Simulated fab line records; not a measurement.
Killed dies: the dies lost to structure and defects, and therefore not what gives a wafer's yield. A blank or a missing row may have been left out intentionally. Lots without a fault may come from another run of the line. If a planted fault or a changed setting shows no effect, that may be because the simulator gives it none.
Struck lot and sound lot, side by side    flow sky130    15 out of 708 route steps
Sound: wafers L673.2, L673.3, L673.4. Wafers struck: L683.1, L683.2, L683.4. Last of all comes the cause.
Each step with rows lists, per side, the tool, then ch with its chambers, then its first start. Under that, the readings that differ: sound wafers    struck wafers    difference of the means    sigmas: that difference in standard deviations of wafers without a fault.
alike: words and numbers the same on both sides, and readings whose means are apart by under 2 such deviations; not compared: readings that were withheld, readings missing a value for some wafer, numbers with overlapping values and no deviation given by the record, and bounds like >300 which may hide the same value.
The two part at a step that has a row with sigmas, a row that says differs or no value, or rows on one side only. Non-overlapping numbers with no deviation appear without sigmas and do not part them. Lack of a reading on every wafer of one side parts them only where that side has two or more wafers.

first, 6 steps without rows for these wafers: SKY_GATE_OXIDE_HMDS_04 (prime time 60 s); SKY_GATE_OXIDE_COAT_05 (resist thk 1140 nm); SKY_GATE_OXIDE_SOFTBAKE_06 (time 60 s); SKY_GATE_OXIDE_EXPOSE_07 (exposes mask LVOM, target cd 600 nm); SKY_GATE_OXIDE_PEB_08; SKY_GATE_OXIDE_DEVELOP_09 (develop time 60 s).
SKY_GATE_OXIDE_OVL_MEAS_10:
  sound on overlay-01 at day 14 23:10; struck on overlay-02 at day 18 16:52
  alike: GATE_OXIDE_OVL
then, 2 steps without rows for these wafers: SKY_GATE_OXIDE_IMPLANT_11; SKY_GATE_OXIDE_WET_ETCH_12 (etches SiO2 in dHF, target depth 16.8 nm, time 336 s).
SKY_GATE_OXIDE_STRIP_13: strips in O2/N2.
  sound on plasmaAsher-01 ch 0,1, day 14 23:26; struck on plasmaAsher-02 ch 0,1, day 18 17:09
  alike: drypumpMotorCurrentA, n2FlowSccm, o2FlowSccm, oesProductAu, stripTimeToEndpointS
  not compared: rfHoursCounterH
SKY_GATE_OXIDE_TW_MEAS_14:
  sound on filmMetro-03 at day 14 23:33; struck on filmMetro-03 at day 18 17:15
  alike: GATE_OXIDE_TW
then, 1 step without rows for these wafers: SKY_GATE_OXIDE_CLEAN_15 (cleans in SC1/SC2, time 150 s).
SKY_GATE_OXIDE_OXIDATION_16: stabilise 600 s, purge 300 s, target thk 3.57 nm.
  sound on furnace-01 ch 0, day 14 23:55; struck on furnace-01 ch 0, day 18 19:50
reading                                           sound                 struck                difference  sigmas
spikeTcBottomC (C)                                821.7 821.0 821.0     809.6 809.7 806.6     -12.6       -11
spikeTcCentreC (C)                                799.1 800.0 801.0     787.6 789.2 788.5     -11.6       -12
spikeTcLowerC (C)                                 802.6 802.9 803.1     790.0 790.5 790.0     -12.7       -11
spikeTcTopC (C)                                   812.9 814.1 815.6     802.6 802.5 802.4     -11.7       -5
spikeTcUpperC (C)                                 799.1 798.4 798.8     787.7 788.8 786.6     -11.1       -7
tubeCenterTempC (C)                               800.13 799.98 800.16  788.05 788.11 788.07  -12.01      -99 or more
tube_center_temp_C_max                            802.0 802.6 802.5     790.0 790.5 790.8     -11.9       -36
model.SiO2_of_GATE_OXIDE_OXIDATION_01.thkNm (nm)  11.27 11.49 11.37     10.93 11.06 11.13     -0.34       
  alike: rampDownCPerMin, zonePowerLowerPct, zonePowerUpperPct
then, 1 step without rows for these wafers: SKY_POLY_GATE_CVD_00 (deposits poly-Si, target thk 180 nm, time 720 s).
-- record jumps: 31 days separate the struck wafers' starts on either side; left off in module POLY_GATE, taken up again in module PAD_OPEN, whose first shown step is the route's number 708 --
SKY_PAD_OPEN_PROBE_99:
  sound on prober-01 at day 46 15:32; struck on prober-01 at day 49 08:21
reading                              sound              struck           difference  sigmas
model.etest.nfetG5v0d10v5.driveUaUm  626.4 609.8 615.8  639.4 637 630.7  +18.4       
  alike: killed_at_M0_to_M3, killed_at_M4_up, killedAtContacts, killedAtFrontEnd, killedAtOther, killedDies, killedOpen, killedShort
  not compared: model.etest.pfet_01v8.rOnOhmUm, model.etest.nfet_01v8.rOnOhmUm, model.etest.nfet_01v8_lvt.driveUaUm, model.etest.nfet_01v8_swapped.driveUaUm, model.etest.nfet_01v8_turned.driveUaUm, model.etest.nfet_01v8.driveUaUm, model.etest.sramNfetPass.driveUaUm

WHERE THEY PART
At SKY_GATE_OXIDE_OXIDATION_16 and nowhere else, as far as this record goes. Later steps at which nothing parts them and some readings are alike: SKY_PAD_OPEN_PROBE_99.

WHY: whatever the simulator had introduced
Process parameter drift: furnace-01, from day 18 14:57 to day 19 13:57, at SKY_GATE_OXIDE_OXIDATION_16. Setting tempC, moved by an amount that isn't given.
